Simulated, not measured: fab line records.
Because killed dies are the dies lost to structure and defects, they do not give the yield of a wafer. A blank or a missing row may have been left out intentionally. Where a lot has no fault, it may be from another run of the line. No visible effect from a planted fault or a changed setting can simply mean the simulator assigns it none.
Matching of chambers || flow sky130 || SKY_GATE_OXIDE_WET_ETCH_12 on wet-bench-01: 3 sister chambers
The step etches SiO2 in dHF, target depth 16.8 nm, time 336 s. 3 wafers are shown with their chamber, then 8 later ones without.

WAFERS WITH THEIR CHAMBER
{"wafer": "L972.4", "chamber": 0, "run-length-s (s)": 363}
{"wafer": "L978.6", "chamber": 2, "run-length-s (s)": 368}
{"wafer": "L983.1", "chamber": 1, "run-length-s (s)": 362}

WAFERS WHOSE CHAMBER IS MISSING
{"wafer": "L983.3", "run-length-s (s)": 362}
{"wafer": "L983.6", "run-length-s (s)": 362}
{"wafer": "L990.1", "run-length-s (s)": 363}
{"wafer": "L990.2", "run-length-s (s)": 363}
{"wafer": "L990.5", "run-length-s (s)": 363}
{"wafer": "L992.4", "run-length-s (s)": 364}
{"wafer": "L992.5", "run-length-s (s)": 364}
{"wafer": "L992.6", "run-length-s (s)": 364}

WHICH CHAMBER EACH ONE RAN IN
{"wafer": "L983.3", "from the rows above": "can't be placed: 1 or 0", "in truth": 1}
{"wafer": "L983.6", "from the rows above": "can't be placed: 1 or 0", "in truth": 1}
{"wafer": "L990.1", "from the rows above": "can't be placed: 0 or 1", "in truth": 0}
{"wafer": "L990.2", "from the rows above": "can't be placed: 0 or 1", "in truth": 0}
{"wafer": "L990.5", "from the rows above": "can't be placed: 0 or 1", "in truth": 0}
{"wafer": "L992.4", "from the rows above": "can't be placed: 0 or 1", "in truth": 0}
{"wafer": "L992.5", "from the rows above": "can't be placed: 0 or 1", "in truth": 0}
{"wafer": "L992.6", "from the rows above": "can't be placed: 0 or 1", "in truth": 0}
Correct placement for 0 of the 8. Not placeable from these rows: 8 (in 8, the candidates include the true chamber). Placed wrongly: 0.
How it was worked out, from the rows above alone: a wafer's distance from a chamber is the root of the sum, over the readings, of the square of ((its reading less the chamber's mean) divided by the reading's scatter). The wafer belongs to the nearest chamber; if the next one is less than 2 further off, it can't be placed. The mean given for a chamber averages the wafers shown for that chamber. The scatter: root of mean squared gap, hidden wafer to nearest shown wafer, with one shown wafer a chamber.
